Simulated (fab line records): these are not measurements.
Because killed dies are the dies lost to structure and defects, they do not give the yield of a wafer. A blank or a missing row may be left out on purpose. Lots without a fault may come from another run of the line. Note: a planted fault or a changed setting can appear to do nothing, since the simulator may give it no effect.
Code-filled problem report in 8D (eight disciplines) form || flow gf180mcu || the parts of the form that need people (team, actions taken, sign-off) are left out

== 1. THE ISSUE ==
Mean of cd nm at GF_HV_LDD_CD_MEAS_19: 420.2 nm across 6 wafers in 2 lots; on wafers with no fault it is 399.5 nm (standard deviation 1.8). Measured from the usual mean, that is +11 standard deviations.
The step: target cd 400 nm.
First seen on wafer L870.1, day 17 10:07, on cd sem-01. At this step, 36 wafers from 12 lots have a number in the record. Rule for "out", or "out of limits": more than 4 standard deviations from the usual mean. Any other wafer with a number is counted as sound.

== 2. WHAT IT IS; WHAT IT IS NOT ==
{"question": "which readings at this step", "is": "cd nm", "is not": "-"}
{"question": "which lots", "is": "L870, L871", "is not": "L849, L850, L851, L853, L854, L855, L856, L857, L862, L865"}
{"question": "which wafers of those lots", "is": "all that have a number", "is not": "-"}
{"question": "read on which gauges", "is": "cd sem-01", "is not": "cd sem-02"}
{"question": "when", "is": "from day 17 10:07", "is not": "up to then (30 sound wafers)"}

== 3. THE SUSPECTS, EACH WITH WHAT RULES IT OUT ==
Counting: any tool at a process step up to the reading is kept as a suspect provided that every lot that is out went through it and no sound lot did after the first of them.
- the gauge at GF_HV_LDD_CD_MEAS_19 is ruled out. All the wafers that are out were read on cd sem-01, but those of them that GF_HV_LDD_STRIP_22 has rows for are out there too, on other tools.
- rtp anneal-02 at GF_VT_IMPLANT_RTA_45 (time 30 s): kept. It ran every lot that is out, first L870 (day 13 08:58), and no sound lot after that; its last sound lot up to then is L862 (day 11 02:34).
- litho track-03 at GF_HV_LDD_COAT_14 (resist thk 1000 nm): kept. It ran every lot that is out, first L870 (day 16 22:19), and no sound lot after that; its last sound lot up to then is L854 (day 12 00:02).
Left after counting: rtp anneal-02 at GF_VT_IMPLANT_RTA_45, litho track-03 at GF_HV_LDD_COAT_14.

== 4. THE CAUSE (what the simulator had put in) ==
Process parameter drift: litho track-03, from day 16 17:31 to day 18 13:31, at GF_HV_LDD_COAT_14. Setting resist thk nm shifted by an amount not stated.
Counting leaves 2 suspects; this tool is one of them.

== 5. SEQUENCE OF EFFECTS, ordered by route ==
Each row: a reading whose mean over the struck wafers that have a number lies more than 3 standard deviations from the usual. Readings are gone through only where the record gives a usual standard deviation; hours: the median, over the lots, of the time from a lot's start at the first step in this table giving one to that lot's start at this step; sigmas: the change measured in usual standard deviations.
{"hours": 0, "step": "GF_HV_LDD_CD_MEAS_19", "reading": "cd nm", "usual": "399.5 nm", "on struck wafers": 420.2, "change": "+20.7", "sigmas": "+11"}
{"hours": 0, "step": "GF_HV_LDD_STRIP_22", "reading": "oes product au", "usual": "0.716 a.u.", "on struck wafers": 0.666, "change": -0.050, "sigmas": -12}
{"hours": 0, "step": "GF_HV_LDD_STRIP_22", "reading": "strip time to endpoint s", "usual": "12.636 s", "on struck wafers": 10.478, "change": -2.158, "sigmas": -83}
Its process steps:
- GF_HV_LDD_STRIP_22: strips in O2/N2.
At these later measuring or inspecting steps, every struck wafer for which the step has a row has a number for every such reading, and none has moved that far: GF_HV_LDD_OVL_MEAS_32.

== 6. HOW IT WOULD HAVE BEEN CAUGHT EARLIER ==
The first out-of-limits reading at a measuring or inspecting step in this record came at day 17 10:07, 17 hours after the fault's start at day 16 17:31.
No tool reading at GF_HV_LDD_COAT_14 that has a usual standard deviation in the record was out on any struck wafer, so an alarm limit of 4 standard deviations on those readings would not have fired.
The start of GF_HV_LDD_COAT_14 on litho track-03 came by day 17 10:07 for every one of the lots that are out (2). Tool hold at that time: it would have spared none of them.
